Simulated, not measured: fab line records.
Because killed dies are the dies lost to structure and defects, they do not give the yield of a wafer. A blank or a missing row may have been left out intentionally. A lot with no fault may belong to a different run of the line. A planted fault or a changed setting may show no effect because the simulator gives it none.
A struck lot beside a sound one -- flow sfqLine -- 14 out of 325 route steps
Sound: wafers L800.2, L800.3, L800.6. Struck: wafer L807.1. (L807.5 of the same lot was not struck and is left out.) The cause comes at the end.
Per side, at each step with rows, come the tool, then ch with its chambers, and then its first start. Under that, the readings that differ: sound wafers -- struck wafers -- difference of the means -- sigmas: that difference in standard deviations of wafers without a fault.
alike: words and numbers the same on both sides, and readings whose means are apart by under 2 such deviations; not compared: readings that were withheld, readings missing a value for some wafer, numbers with overlapping values and no deviation given by the record, and bounds like >300 which may hide the same value.
Wherever a step has rows on one side only, a row that says differs or no value, or a row with sigmas, the two part there. Numbers that don't overlap but have no deviation are shown without sigmas and don't part them. A reading missing from all wafers of one side parts the sides only when that side holds two or more wafers.

first, 6 steps without rows for these wafers: SFQ_TRILAYER_M6_LITHO_COAT_164 (resist thk 62 nm); SFQ_TRILAYER_M6_LITHO_COAT_159 (resist thk 600 nm); SFQ_TRILAYER_M6_LITHO_SOFTBAKE_163; SFQ_TRILAYER_M6_LITHO_EXPOSE_160 (exposes mask M6, target cd 500 nm); SFQ_TRILAYER_M6_LITHO_PEB_162 (peb time 60 s); SFQ_TRILAYER_M6_LITHO_DEVELOP_161 (time 60 s).
SFQ_M6_OVL_MEAS_940:
  sound on overlay-01 at day 75 17:44; struck on overlay-01 at day 76 12:56
  alike: M6_OVL
SFQ_TRILAYER_M6_BARC_OPEN_METAL_ETCH_206: etches BARC in O2, target depth 125 nm, time 41.7 s.
  sound on rieMetal-02 ch 0,1, day 75 17:46; struck on rieMetal-02 ch 1, day 76 12:58
  alike: drypumpMotorCurrentA, oesProductAu
  not compared: rfHoursCounterH
SFQ_TRILAYER_M6_ETCH_METAL_ETCH_162: etches Nb in Cl2/Ar, stops on SiO2, target depth 240 nm, time 120 s.
  sound on rieMetal-02 ch 0,1, day 75 17:50; struck on rieMetal-02 ch 1, day 76 13:02
  alike: drypumpMotorCurrentA, oesProductAu
  not compared: rfHoursCounterH
SFQ_TRILAYER_M6_STRIP_STRIP_163: strips in O2.
  sound on rieMetal-02 ch 0,1, day 75 17:58; struck on rieMetal-02 ch 1, day 76 13:10
  alike: drypumpMotorCurrentA, oesProductAu
  not compared: rfHoursCounterH
then, 1 step without rows for these wafers: SFQ_TRILAYER_M6_STRIP_SOLV_CLEAN_164 (cleans in NMP, time 600 s).
SFQ_TRILAYER_I6_DEP_PECVD_165: deposits SiO2 from SiH4/N2O, time 111.11 s, target thk 500 nm.
  sound on pecvd-02 ch 0,1,2, day 75 18:44; struck on pecvd-04 ch 1, day 76 13:56
reading,sound,struck,difference,sigmas
heaterPowerW (W),96 113 91,62,-38,-2
showerheadVppV (V),842 795 767,899,+98,+2
  alike: heaterPowerOuterW, throttleValvePct
SFQ_TRILAYER_I6_CMP_CMP_166: polishes SiO2.
  sound on cmp-02 ch 1,2,3, day 75 20:31; struck on cmp-01 ch 0, day 76 21:31
reading,sound,struck,difference,sigmas
timeToEndpointS (s),207 223 228,120,-99,-15
  alike: headPressurePsi, motorCurrentA, slurryFilterDpKPa
SFQ_I6_BOW_MEAS_941:
  sound on filmMetro-03 at day 75 23:02; struck on filmMetro-01 at day 77 00:01
  alike: I6_BOW

## WHERE THEY PART
Earliest at SFQ_TRILAYER_I6_DEP_PECVD_165; latest, in this record, at SFQ_TRILAYER_I6_CMP_CMP_166. Later steps at which nothing parts them and some readings are alike: SFQ_I6_BOW_MEAS_941.

WHY: the cause the simulator had injected
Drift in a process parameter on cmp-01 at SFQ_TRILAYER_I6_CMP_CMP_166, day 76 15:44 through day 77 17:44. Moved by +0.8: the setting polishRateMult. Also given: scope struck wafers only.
